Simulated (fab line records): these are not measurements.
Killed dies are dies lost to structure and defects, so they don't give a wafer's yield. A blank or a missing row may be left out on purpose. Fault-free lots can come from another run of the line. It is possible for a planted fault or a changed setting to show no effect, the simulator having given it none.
The tool behind it: which one?	flow gf180mcu	12 lots, 36 wafers sampled, at 4 steps of a route of 602

## WHAT THE GAUGES READ, wafer by wafer
GF_M3_OVL_MEAS_15. Usual: M3_OVL 6 nm, standard deviation 6.1.
lot	measured	on	M3_OVL (nm)	flag
L344	day 21 08:04	overlay-01	-14 -8 -1	
L347	day 22 14:59	overlay-02	3 0 -3	
L349	day 23 07:46	overlay-02	7 10 12	
L353	day 24 17:55	overlay-02	11 12 15	
L355	day 25 06:36	overlay-01	5 6 1	
L356	day 26 00:28	overlay-02	12 16 16	
L357	day 26 02:01	overlay-01	6 4 -2	
L362	day 27 12:28	overlay-01	9 9 10	
L363	day 27 18:33	overlay-02	3 4 6	
L364	day 28 02:48	overlay-02	10 9 9	
L365	day 28 06:44	overlay-01	14 10 11	
L366	day 28 13:22	overlay-02	9 9 7	

GF_V3_RS_MEAS_24: uses a four-point probe to measure. Usual: V3_W_RS 0.3286 ohm/sq, standard deviation 0.0027.
lot	measured	on	V3_W_RS (ohm/sq)	flag
L344	day 22 09:51	film-metro-04	0.3349 0.3308 0.3325	
L347	day 23 15:49	film-metro-04	0.3270 0.3278 0.3278	
L349	day 24 08:35	film-metro-03	0.3312 0.3297 0.3290	
L353	day 25 17:50	film-metro-04	0.3290 0.3294 0.3319	
L355	day 26 06:00	film-metro-04	0.3294 0.3285 0.3274	
L356	day 26 23:40	film-metro-03	0.3297 0.3264 0.3239	
L357	day 27 00:58	film-metro-02	0.3293 0.3322 0.3287	
L362	day 28 09:55	film-metro-04	0.3303 0.3270 0.3233	
L363	day 28 16:29	film-metro-04	0.3313 0.3299 0.3293	
L364	day 29 00:37	film-metro-02	0.3276 0.3287 0.3304	
L365	day 29 04:13	film-metro-02	0.3252 0.3255 0.3305	
L366	day 29 10:38	film-metro-02	0.3284 0.3253 0.3242	

## WHAT TOOL EACH LOT RAN ON (gives the tool, then ch and the chambers of the sampled wafers, and finally the start)
lot	GF_V3_COAT_09	GF_V3_STRIP_18
L344	litho-track-04 ch 0, day 21 21:00	plasma-asher-01 ch 0,1, day 22 09:06
L347	litho-track-02 ch 0, day 23 03:00	plasma-asher-04 ch 0,1, day 23 15:04
L349	litho-track-02 ch 0, day 23 20:00	plasma-asher-02 ch 0,1, day 24 07:48
L353	litho-track-02 ch 0, day 25 05:00	plasma-asher-04 ch 0,1, day 25 17:05
L355	litho-track-04 ch 0, day 25 18:00	plasma-asher-04 ch 0,1, day 26 05:15
L356	litho-track-03 ch 0, day 26 11:00	plasma-asher-02 ch 0,1, day 26 22:55
L357	litho-track-02 ch 0, day 26 13:00	plasma-asher-01 ch 0,1, day 27 00:13
L362	litho-track-04 ch 0, day 27 23:00	plasma-asher-02 ch 0,1, day 28 09:10
L363	litho-track-04 ch 0, day 28 05:00	plasma-asher-04 ch 0,1, day 28 15:44
L364	litho-track-02 ch 0, day 28 14:00	plasma-asher-02 ch 0,1, day 28 23:52
L365	litho-track-04 ch 0, day 28 17:00	plasma-asher-01 ch 0,1, day 29 03:27
L366	litho-track-04 ch 0, day 28 23:00	plasma-asher-04 ch 0,1, day 29 09:50
- GF_V3_COAT_09: resist thk 1000 nm.
- GF_V3_STRIP_18: strips in O2/N2.

## WHAT THE TOOLS THEMSELVES READ (means of the sampled wafers that have a number; where no wafer has one, the mark that the record gives instead)
GF_V3_COAT_09. Usual: exhaust-pa at 45.0 Pa, with a standard deviation of 0.97.
lot	tool	exhaust-pa (Pa)	flag
L344	litho-track-04	46.6	
L347	litho-track-02	45.5	
L349	litho-track-02	44.7	
L353	litho-track-02	44.7	
L355	litho-track-04	45.3	
L356	litho-track-03	45.2	
L357	litho-track-02	45.3	
L362	litho-track-04	45.3	
L363	litho-track-04	45.9	
L364	litho-track-02	45.7	
L365	litho-track-04	44.1	
L366	litho-track-04	44.6	

GF_V3_STRIP_18. Usual: drypump-motor-current-A 5.9 A, standard deviation 0.43; heater-power-w 323 W, standard deviation 40; oes-product-au 0.592 a.u., standard deviation 0.0044.
lot	tool	drypump-motor-current-A (A)	heater-power-w (W)	oes-product-au (a.u.)	flag
L344	plasma-asher-01	5.6	308	0.596	
L347	plasma-asher-04	6.3	325	0.593	
L349	plasma-asher-02	5.6	337	0.589	
L353	plasma-asher-04	6.1	327	0.586	
L355	plasma-asher-04	6.1	324	0.597	
L356	plasma-asher-02	5.5	366	0.591	
L357	plasma-asher-01	5.8	289	0.589	
L362	plasma-asher-02	5.7	332	0.591	
L363	plasma-asher-04	6.3	329	0.592	
L364	plasma-asher-02	5.5	368	0.591	
L365	plasma-asher-01	5.8	290	0.591	
L366	plasma-asher-04	6.1	331	0.596	

## THE ANSWER, worked out from the rows above alone
Rule: a lot counts as off when the mean over its wafers that have a number is more than 3 standard deviations away from the usual mean. A lot without any number at a reading at which 4 lots or more have one is off too. All remaining lots with rows at the step are treated as sound. Order of review: gauges by route order, followed by the tools' own readings, for which a lot's mean as printed above is used. At the first step where some lot is off, the reading lying furthest off is the one used; lots without a number count as furthest.
Across all readings shown, no lot is off: no conclusion can be drawn from this.

## WHAT THE SIMULATOR HAD INSERTED
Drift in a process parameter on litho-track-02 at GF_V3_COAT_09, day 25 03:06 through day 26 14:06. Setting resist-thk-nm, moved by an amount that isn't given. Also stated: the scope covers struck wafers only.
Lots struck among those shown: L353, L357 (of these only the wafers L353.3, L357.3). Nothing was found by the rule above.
